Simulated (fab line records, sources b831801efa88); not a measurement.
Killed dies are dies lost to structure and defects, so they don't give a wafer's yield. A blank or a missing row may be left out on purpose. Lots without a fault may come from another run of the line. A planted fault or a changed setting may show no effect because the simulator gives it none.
Problem report in the 8D (eight disciplines) form, filled by code | flow sky130 | the parts of the form that need people (team, actions taken, sign-off) are left out

1. THE PROBLEM
killed_at_other at SKY_PAD_OPEN_PROBE_99 reads a mean of 34.8 on 6 wafers of 2 lots; wafers without a fault read 0.3 with a standard deviation of 0.61. That is +57 standard deviations from the usual mean.
First seen on wafer L431.2, day 49 15:14, on prober-02. The record holds 36 wafers of 12 lots with a number at this step. Rule for "out", or "out of limits": more than 4 standard deviations from the usual mean. The other wafers with a number count as sound.

2. WHAT IT IS AND WHAT IT IS NOT
question                    | is                     | is not
which readings at this step | killed_at_other        | killed_at_M0_to_M3, killed_at_M4_up, killed_at_contacts, killed_at_front_end, killed_open, killed_short, sort_bin_6_memory, sort_bin_8_speed
which lots                  | L431, L433             | L414, L418, L419, L420, L421, L426, L429, L434, L436, L437
which wafers of those lots  | all that have a number | -
read on which tools         | prober-02              | prober-01
when                        | from day 49 15:14      | up to then (21 sound wafers); but 9 sound wafers of L434, L436, L437 came after

3. SUSPECTS, AND WHAT RULES EACH OUT
Counting: a tool at a process step up to the reading stays a suspect if it ran every lot that is out and no sound lot after the first of them.
- rie_diel-03 at SKY_PAD_OPEN_ETCH_07 (etches the open film in CF4/O2, stops on AlCu, target depth 725 nm, time 161.1 s): kept. It ran every lot that is out, first L431 (day 49 12:50), and no sound lot after that; its last sound lot up to then is L426 (day 48 10:56).
- prober-02 at SKY_PAD_OPEN_PROBE_99: ruled out as a lasting fault. Sound lots L436, L437 ran on it after its first lot that is out, L431 (day 49 15:14).
Left after counting: rie_diel-03 at SKY_PAD_OPEN_ETCH_07.

4. THE CAUSE (what the simulator had put in)
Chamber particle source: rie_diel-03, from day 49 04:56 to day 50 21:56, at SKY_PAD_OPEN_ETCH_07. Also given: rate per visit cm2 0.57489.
Counting left only this tool.

5. THE CHAIN OF EFFECTS, in route order
Each row: a reading whose mean over the struck wafers that have a number lies more than 3 standard deviations from the usual. Only readings for which the record gives a usual standard deviation are gone through. hours: the time from each lot's start at the first step in this table that gives one to its start at this step, as a median over the lots. sigmas: the change in usual standard deviations.
hours | step                  | reading              | usual  | on struck wafers | change | sigmas
0     | SKY_PAD_OPEN_PROBE_99 | defect_limited_yield | 82.5 % | 76.2             | -6.3   | -3.5
0     | SKY_PAD_OPEN_PROBE_99 | killed_at_other      | 0.3    | 34.8             | +34.5  | +57
0     | SKY_PAD_OPEN_PROBE_99 | killed_dies          | 86     | 117              | +31    | +3.4
0     | SKY_PAD_OPEN_PROBE_99 | sort_bin_5_function  | 10.5 % | 14.9             | +4.4   | +3.2
0     | SKY_PAD_OPEN_PROBE_99 | sort_n_pass          | 406    | 375              | -31    | -3.4
0     | SKY_PAD_OPEN_PROBE_99 | sort_yield_pct       | 82.5 % | 76.2             | -6.3   | -3.5
The process steps in it:
- SKY_PAD_OPEN_PROBE_99

6. WHAT WOULD HAVE CAUGHT IT SOONER
In this record the first reading out of limits was taken at day 49 15:14, 10 hours after the fault began at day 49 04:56.
Of the tool readings at SKY_PAD_OPEN_ETCH_07 for which the record gives a usual standard deviation, none was out on any struck wafer, so an alarm limit of 4 standard deviations on them would not have fired.
Of the lots that are out (2), L433 began SKY_PAD_OPEN_ETCH_07 on rie_diel-03 after day 49 15:14. A hold on the tool at that time would have spared it.
